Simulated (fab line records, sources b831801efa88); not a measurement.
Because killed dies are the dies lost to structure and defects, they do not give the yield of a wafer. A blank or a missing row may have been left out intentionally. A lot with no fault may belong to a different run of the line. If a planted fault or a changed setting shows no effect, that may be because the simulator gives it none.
Comparing a struck lot with a sound one -- flow sky130 -- 21 steps out of a route of 708
Sound: the wafers L134.4, L134.5, L134.6. Struck: wafers L144.3, L144.4, L144.5. Last of all comes the cause.
Order at every step that has rows: each side's tool, ch and its chambers, its first start. Under that, the readings that differ: sound wafers -- struck wafers -- difference of the means -- sigmas: that difference in standard deviations of wafers without a fault.
alike: readings with means less than 2 such deviations apart, plus words and numbers identical on both sides. not compared: withheld readings, readings lacking a value on some wafer, bounds such as >300 that could conceal the same value, and numbers that have no deviation in the record and whose values overlap.
The two part at a step that has a row with sigmas, a row that says differs or no value, or rows on one side only. Non-overlapping numbers with no deviation appear without sigmas and do not part them. A reading missing from all wafers of one side parts the sides only when that side holds two or more wafers.

first, 4 steps without rows for these wafers: SKY_NWELL_SOFTBAKE_06; SKY_NWELL_EXPOSE_07 (exposes mask NWM, target cd 840 nm); SKY_NWELL_PEB_08; SKY_NWELL_DEVELOP_09 (develop time 60 s).
SKY_NWELL_OVL_MEAS_10:
  struck on overlay-02, day 10 06:11; sound on overlay-02, day 7 17:09
  alike: NWELL_00_OVL
then, 3 steps without rows for these wafers: SKY_NWELL_IMPLANT_11; SKY_NWELL_IMPLANT_12; SKY_NWELL_IMPLANT_13.
SKY_NWELL_STRIP_14: strips in O2/N2.
  sound on plasma-asher-01 ch 0,1, day 7 17:39; struck on plasma-asher-03 ch 0,1, day 10 06:41
  alike: drypump-motor-current-A, oes-product-au, strip-time-to-endpoint-s
  not compared: rf-hours-counter-h
SKY_NWELL_TW_MEAS_15:
  struck on film-metro-01, day 10 06:46; sound on film-metro-01, day 7 17:45
  alike: NWELL_TW
then, 2 steps without rows for these wafers: SKY_NWELL_DEHYDRATE_16 (time 60 s); SKY_NWELL_HMDS_17 (prime time 60 s).
SKY_NWELL_COAT_18: resist thk 3000 nm.
  sound on litho-track-02 ch 0, day 8 03:37; struck on litho-track-03 ch 0, day 10 18:37
reading,sound,struck,difference,sigmas
model.coat_of_NWELL_COAT_18.thk-nm (nm),3011 3006 2998,820.7 823.5 821.3,-2183.2,
then, 3 steps without rows for these wafers: SKY_NWELL_SOFTBAKE_19; SKY_NWELL_EXPOSE_20 (exposes mask NWM COMPLEMENT, target cd 840 nm); SKY_NWELL_PEB_21.
SKY_NWELL_DEVELOP_22: develop time 60 s.
  sound on litho-track-04 ch 0; struck on litho-track-04 ch 0
reading,sound,struck,difference,sigmas
model.coat_of_NWELL_COAT_18.thk-nm (nm),3006 3001 2993,816.4 819.3 817.1,-2182.4,
SKY_NWELL_OVL_MEAS_23:
  struck on overlay-01, day 11 06:44; sound on overlay-02, day 8 15:26
  alike: NWELL_01_OVL
next, for these wafers, 1 step has no rows: SKY_NWELL_IMPLANT_24.
SKY_NWELL_STRIP_25: strips in O2/N2.
  sound on plasma-asher-01 ch 0,1, day 8 15:38; struck on plasma-asher-01 ch 0,1, day 11 06:56
reading,sound,struck,difference,sigmas
oes-product-au (a.u.),0.727 0.729 0.727,0.694 0.698 0.699,-0.031,-7
strip-time-to-endpoint-s (s),37.04 37.01 36.89,11.20 11.23 11.18,-25.78,-99 or more
  alike: drypump-motor-current-A
  not compared: rf-hours-counter-h
SKY_NWELL_TW_MEAS_26:
  struck on film-metro-02, day 11 07:02; sound on film-metro-01, day 8 15:44
  alike: NWELL_2_TW

WHERE THEY PART
Within this record, at SKY_NWELL_STRIP_25 only. Later steps at which nothing parts them and some readings are alike: SKY_NWELL_TW_MEAS_26.

WHY: what the simulator had put in
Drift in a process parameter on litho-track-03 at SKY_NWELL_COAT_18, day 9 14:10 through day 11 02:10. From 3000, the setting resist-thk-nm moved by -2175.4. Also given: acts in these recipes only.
